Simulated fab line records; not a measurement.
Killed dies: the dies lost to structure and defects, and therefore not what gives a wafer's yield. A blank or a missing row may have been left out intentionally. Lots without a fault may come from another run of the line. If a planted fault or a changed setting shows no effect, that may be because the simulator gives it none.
Which of the tools did it? :: flow gf180mcu :: 33 wafers from 11 lots sampled at 6 of the route's 602 steps

== WHAT THE GAUGES SHOWED, per wafer ==
GF_STI_THK_MEAS_24.
lot: L625
measured: day 2 04:44
on: film_metro-03
STI_CVD_23_THK (nm): 649 647 644

lot: L626
measured: day 2 08:41
on: film_metro-01
STI_CVD_23_THK (nm): 651 652 661

lot: L627
measured: day 2 15:05
on: film_metro-01
STI_CVD_23_THK (nm): 641 643 658

lot: L628
measured: day 2 19:03
on: film_metro-03
STI_CVD_23_THK (nm): 648 640 644

lot: L630
measured: day 3 05:15
on: film_metro-03
STI_CVD_23_THK (nm): 646 650 642

lot: L634
measured: day 4 03:31
on: film_metro-02
STI_CVD_23_THK (nm): 652 651 652

lot: L635
measured: day 4 07:14
on: film_metro-02
STI_CVD_23_THK (nm): 648 656 652

lot: L636
measured: day 4 12:26
on: film_metro-01
STI_CVD_23_THK (nm): 654 650 644

lot: L637
measured: day 4 17:00
on: film_metro-03
STI_CVD_23_THK (nm): 646 647 655

lot: L639
measured: day 5 04:10
on: film_metro-03
STI_CVD_23_THK (nm): 648 640 544

lot: L641
measured: day 5 15:01
on: film_metro-02
STI_CVD_23_THK (nm): 652 657 658

GF_DUAL_GATE_THK_MEAS_03.
lot: L625
measured: day 7 15:28
on: film_metro-01
DUAL_GATE_OXIDATION_00_THK (nm): 10.62 10.96 10.80

lot: L626
measured: day 7 20:32
on: film_metro-01
DUAL_GATE_OXIDATION_00_THK (nm): 10.97 11.10 11.08

lot: L627
measured: day 8 07:16
on: film_metro-03
DUAL_GATE_OXIDATION_00_THK (nm): 10.77 10.84 10.74

lot: L628
measured: day 8 11:32
on: film_metro-02
DUAL_GATE_OXIDATION_00_THK (nm): 11.24 11.17 11.20

lot: L630
measured: day 9 01:05
on: film_metro-01
DUAL_GATE_OXIDATION_00_THK (nm): 10.70 10.74 10.85

lot: L634
measured: day 10 07:20
on: film_metro-03
DUAL_GATE_OXIDATION_00_THK (nm): 11.17 11.03 11.06

lot: L635
measured: day 10 12:25
on: film_metro-03
DUAL_GATE_OXIDATION_00_THK (nm): 11.09 10.89 11.03

lot: L636
measured: day 10 21:11
on: film_metro-03
DUAL_GATE_OXIDATION_00_THK (nm): 11.09 11.39 11.40

lot: L637
measured: day 11 01:09
on: film_metro-03
DUAL_GATE_OXIDATION_00_THK (nm): 11.30 11.24 11.19

lot: L639
measured: day 11 17:05
on: film_metro-01
DUAL_GATE_OXIDATION_00_THK (nm): 11.04 10.74 10.87

lot: L641
measured: day 12 03:59
on: film_metro-02
DUAL_GATE_OXIDATION_00_THK (nm): 10.69 10.83 10.65

== WHAT TOOL EACH LOT RAN ON (gives the tool, then ch and the chambers of the sampled wafers, and finally the start) ==
lot: L625
GF_STI_CVD_23: hdpcvd-02 ch 1,2, day 2 04:40
GF_STI_CMP_25: cmp-02 ch 1,2, day 2 04:48
GF_VT_IMPLANT_STRIP_09: plasma_asher-01 ch 0,1, day 5 14:57
GF_VT_IMPLANT_STRIP_42: plasma_asher-01 ch 0,1, day 7 13:02

lot: L626
GF_STI_CVD_23: hdpcvd-01 ch 0,1,2, day 2 08:37
GF_STI_CMP_25: cmp-02 ch 0,1, day 2 08:43
GF_VT_IMPLANT_STRIP_09: plasma_asher-01 ch 0,1, day 5 20:55
GF_VT_IMPLANT_STRIP_42: plasma_asher-03 ch 0,1, day 7 18:07

lot: L627
GF_STI_CVD_23: hdpcvd-02 ch 0,1, day 2 15:00
GF_STI_CMP_25: cmp-01 ch 0,3, day 2 15:08
GF_VT_IMPLANT_STRIP_09: plasma_asher-03 ch 1, day 6 05:32
GF_VT_IMPLANT_STRIP_42: plasma_asher-03 ch 0,1, day 8 04:47

lot: L628
GF_STI_CVD_23: hdpcvd-02 ch 0,1,2, day 2 18:58
GF_STI_CMP_25: cmp-02 ch 0,2,3, day 2 19:09
GF_VT_IMPLANT_STRIP_09: plasma_asher-01 ch 0,1, day 6 09:36
GF_VT_IMPLANT_STRIP_42: plasma_asher-02 ch 0,1, day 8 08:53

lot: L630
GF_STI_CVD_23: hdpcvd-02 ch 0,2, day 3 05:10
GF_STI_CMP_25: cmp-02 ch 0,2,3, day 3 05:21
GF_VT_IMPLANT_STRIP_09: plasma_asher-02 ch 0,1, day 6 22:02
GF_VT_IMPLANT_STRIP_42: plasma_asher-01 ch 0,1, day 8 22:36

lot: L634
GF_STI_CVD_23: hdpcvd-02 ch 0,1,2, day 4 03:26
GF_STI_CMP_25: cmp-02 ch 0,1,2, day 4 03:37
GF_VT_IMPLANT_STRIP_09: plasma_asher-02 ch 0,1, day 8 00:29
GF_VT_IMPLANT_STRIP_42: plasma_asher-03 ch 0,1, day 10 04:11

lot: L635
GF_STI_CVD_23: hdpcvd-02 ch 0,1,2, day 4 07:10
GF_STI_CMP_25: cmp-02 ch 0,2, day 4 07:18
GF_VT_IMPLANT_STRIP_09: plasma_asher-01 ch 0, day 8 05:44
GF_VT_IMPLANT_STRIP_42: plasma_asher-01 ch 0,1, day 10 09:41

lot: L636
GF_STI_CVD_23: hdpcvd-02 ch 0,1,2, day 4 12:22
GF_STI_CMP_25: cmp-02 ch 2,3, day 4 12:29
GF_VT_IMPLANT_STRIP_09: plasma_asher-02 ch 0,1, day 8 12:27
GF_VT_IMPLANT_STRIP_42: plasma_asher-03 ch 0,1, day 10 17:48

lot: L637
GF_STI_CVD_23: hdpcvd-02 ch 0,1,2, day 4 16:55
GF_STI_CMP_25: cmp-02 ch 0,2,3, day 4 17:03
GF_VT_IMPLANT_STRIP_09: plasma_asher-01 ch 0,1, day 8 16:45
GF_VT_IMPLANT_STRIP_42: plasma_asher-03 ch 0,1, day 10 22:41

lot: L639
GF_STI_CVD_23: hdpcvd-02 ch 0,1, day 5 04:06
GF_STI_CMP_25: cmp-02 ch 0,1,2, day 5 04:14
GF_VT_IMPLANT_STRIP_09: plasma_asher-02 ch 0, day 9 07:56
GF_VT_IMPLANT_STRIP_42: plasma_asher-01 ch 0,1, day 11 14:15

lot: L641
GF_STI_CVD_23: hdpcvd-01 ch 1,2, day 5 14:56
GF_STI_CMP_25: cmp-01 ch 0,3, day 5 15:04
GF_VT_IMPLANT_STRIP_09: plasma_asher-02 ch 0, day 9 17:44
GF_VT_IMPLANT_STRIP_42: plasma_asher-03 ch 0, day 12 00:20
- GF_STI_CVD_23: deposits SiO2, target thk 650 nm, time 108.3 s.
- GF_STI_CMP_25: polishes, stops on Si3N4, t overpolish 33 s, target thk 524.6 nm.
- GF_VT_IMPLANT_STRIP_09: strips in O2/N2.
- GF_VT_IMPLANT_STRIP_42: strips in O2/N2.

== WHAT THE TOOLS THEMSELVES READ (means of the sampled wafers that have a number; where no wafer has one, the mark that the record gives instead) ==
GF_STI_CVD_23.
lot: L625
tool: hdpcvd-02
pressure_mtorr (mTorr): 6.008
susceptor_temp_C (C): 600.30

lot: L626
tool: hdpcvd-01
pressure_mtorr (mTorr): 6.001
susceptor_temp_C (C): 599.99

lot: L627
tool: hdpcvd-02
pressure_mtorr (mTorr): 6.005
susceptor_temp_C (C): 600.02

lot: L628
tool: hdpcvd-02
pressure_mtorr (mTorr): 6.001
susceptor_temp_C (C): 599.93

lot: L630
tool: hdpcvd-02
pressure_mtorr (mTorr): 6.004
susceptor_temp_C (C): 600.06

lot: L634
tool: hdpcvd-02
pressure_mtorr (mTorr): 5.991
susceptor_temp_C (C): 600.09

lot: L635
tool: hdpcvd-02
pressure_mtorr (mTorr): 6.008
susceptor_temp_C (C): 600.13

lot: L636
tool: hdpcvd-02
pressure_mtorr (mTorr): 5.995
susceptor_temp_C (C): 599.84

lot: L637
tool: hdpcvd-02
pressure_mtorr (mTorr): 5.992
susceptor_temp_C (C): 600.01

lot: L639
tool: hdpcvd-02
pressure_mtorr (mTorr): 5.994
susceptor_temp_C (C): 600.09

lot: L641
tool: hdpcvd-01
pressure_mtorr (mTorr): 5.999
susceptor_temp_C (C): 600.03

GF_STI_CMP_25.
lot: L625
tool: cmp-02
motor_current_A (A): 11.2
time_to_endpoint_s (s): 123

lot: L626
tool: cmp-02
motor_current_A (A): 10.5
time_to_endpoint_s (s): 124

lot: L627
tool: cmp-01
motor_current_A (A): 10.3
time_to_endpoint_s (s): 125

lot: L628
tool: cmp-02
motor_current_A (A): 11.0
time_to_endpoint_s (s): 120

lot: L630
tool: cmp-02
motor_current_A (A): 10.7
time_to_endpoint_s (s): 121

lot: L634
tool: cmp-02
motor_current_A (A): 11.4
time_to_endpoint_s (s): 125

lot: L635
tool: cmp-02
motor_current_A (A): 11.4
time_to_endpoint_s (s): 126

lot: L636
tool: cmp-02
motor_current_A (A): 10.8
time_to_endpoint_s (s): 120

lot: L637
tool: cmp-02
motor_current_A (A): 10.5
time_to_endpoint_s (s): 118

lot: L639
tool: cmp-02
motor_current_A (A): 11.3
time_to_endpoint_s (s): 116

lot: L641
tool: cmp-01
motor_current_A (A): 10.6
time_to_endpoint_s (s): 120

GF_VT_IMPLANT_STRIP_09.
lot: L625
tool: plasma_asher-01
drypump_motor_current_A (A): 5.4
heater_power_w (W): 357
oes_product_au (a.u.): 0.714
strip_time_to_endpoint_s (s): 12.67

lot: L626
tool: plasma_asher-01
drypump_motor_current_A (A): 5.4
heater_power_w (W): 357
oes_product_au (a.u.): 0.714
strip_time_to_endpoint_s (s): 12.59

lot: L627
tool: plasma_asher-03
drypump_motor_current_A (A): 4.8
heater_power_w (W): 354
oes_product_au (a.u.): 0.716
strip_time_to_endpoint_s (s): 12.58

lot: L628
tool: plasma_asher-01
drypump_motor_current_A (A): 5.5
heater_power_w (W): 340
oes_product_au (a.u.): 0.715
strip_time_to_endpoint_s (s): 12.63

lot: L630
tool: plasma_asher-02
drypump_motor_current_A (A): 5.6
heater_power_w (W): 341
oes_product_au (a.u.): 0.715
strip_time_to_endpoint_s (s): 12.65

lot: L634
tool: plasma_asher-02
drypump_motor_current_A (A): 5.4
heater_power_w (W): 349
oes_product_au (a.u.): 0.717
strip_time_to_endpoint_s (s): 12.58

lot: L635
tool: plasma_asher-01
drypump_motor_current_A (A): 5.6
heater_power_w (W): 318
oes_product_au (a.u.): 0.719
strip_time_to_endpoint_s (s): 12.69

lot: L636
tool: plasma_asher-02
drypump_motor_current_A (A): 5.5
heater_power_w (W): 343
oes_product_au (a.u.): 0.718
strip_time_to_endpoint_s (s): 12.63

lot: L637
tool: plasma_asher-01
drypump_motor_current_A (A): 5.4
heater_power_w (W): 353
oes_product_au (a.u.): 0.715
strip_time_to_endpoint_s (s): 12.69

lot: L639
tool: plasma_asher-02
drypump_motor_current_A (A): 5.5
heater_power_w (W): 343
oes_product_au (a.u.): 0.714
strip_time_to_endpoint_s (s): 12.65

lot: L641
tool: plasma_asher-02
drypump_motor_current_A (A): 5.5
heater_power_w (W): 340
oes_product_au (a.u.): 0.715
strip_time_to_endpoint_s (s): 12.62

GF_VT_IMPLANT_STRIP_42.
lot: L625
tool: plasma_asher-01
drypump_motor_current_A (A): 5.5
heater_power_w (W): 337
oes_product_au (a.u.): 0.715
strip_time_to_endpoint_s (s): 12.55

lot: L626
tool: plasma_asher-03
drypump_motor_current_A (A): 5.4
heater_power_w (W): 337
oes_product_au (a.u.): 0.712
strip_time_to_endpoint_s (s): 12.62

lot: L627
tool: plasma_asher-03
drypump_motor_current_A (A): 5.9
heater_power_w (W): 332
oes_product_au (a.u.): 0.721
strip_time_to_endpoint_s (s): 12.67

lot: L628
tool: plasma_asher-02
drypump_motor_current_A (A): 5.4
heater_power_w (W): 347
oes_product_au (a.u.): 0.716
strip_time_to_endpoint_s (s): 12.61

lot: L630
tool: plasma_asher-01
drypump_motor_current_A (A): 5.4
heater_power_w (W): 355
oes_product_au (a.u.): 0.715
strip_time_to_endpoint_s (s): 12.65

lot: L634
tool: plasma_asher-03
drypump_motor_current_A (A): 5.9
heater_power_w (W): 328
oes_product_au (a.u.): 0.720
strip_time_to_endpoint_s (s): 12.69

lot: L635
tool: plasma_asher-01
drypump_motor_current_A (A): 5.5
heater_power_w (W): 338
oes_product_au (a.u.): 0.722
strip_time_to_endpoint_s (s): 12.69

lot: L636
tool: plasma_asher-03
drypump_motor_current_A (A): 6.0
heater_power_w (W): 332
oes_product_au (a.u.): 0.715
strip_time_to_endpoint_s (s): 12.63

lot: L637
tool: plasma_asher-03
drypump_motor_current_A (A): 6.0
heater_power_w (W): 333
oes_product_au (a.u.): 0.714
strip_time_to_endpoint_s (s): 12.63

lot: L639
tool: plasma_asher-01
drypump_motor_current_A (A): 5.5
heater_power_w (W): 338
oes_product_au (a.u.): 0.713
strip_time_to_endpoint_s (s): 12.63

lot: L641
tool: plasma_asher-03
drypump_motor_current_A (A): 6.5
heater_power_w (W): 317
oes_product_au (a.u.): 0.718
strip_time_to_endpoint_s (s): 12.63

== THE ANSWER, worked out from the rows above alone ==
Rule: usual is defined by the lots themselves. Put in order of their means at a reading, lots are off if they are a third of the lots or fewer, leave a main group of 4 or more, and stand apart from it by a gap of 3 or more times the standard deviation of the main group's means; of several such gaps the widest counts. The tables above print the reading to a certain number of digits; a main group whose means all agree to those digits is not used. A lot without any number at a reading at which 4 lots or more have one is off too. Where the step has rows for the other lots, those lots are counted as sound. Order of review: gauges by route order, followed by the tools' own readings, for which a lot's mean as printed above is used. At the first step where some lot is off, the reading lying furthest off is the one used; lots without a number count as furthest.
Off: L639, seen at GF_STI_THK_MEAS_24 (STI_CVD_23_THK). Main group: mean 650 nm, sd 3.6.
A tool fits if, at a process step before that reading, it ran every lot that is off, and no sound lot after the first of them. The gauges at GF_STI_THK_MEAS_24 are tried like those tools. Undecided on this evidence; 2 tools fit (hdpcvd-02 at GF_STI_CVD_23, film_metro-03 at GF_STI_THK_MEAS_24).

== WHAT HAD BEEN PUT IN BY THE SIMULATOR ==
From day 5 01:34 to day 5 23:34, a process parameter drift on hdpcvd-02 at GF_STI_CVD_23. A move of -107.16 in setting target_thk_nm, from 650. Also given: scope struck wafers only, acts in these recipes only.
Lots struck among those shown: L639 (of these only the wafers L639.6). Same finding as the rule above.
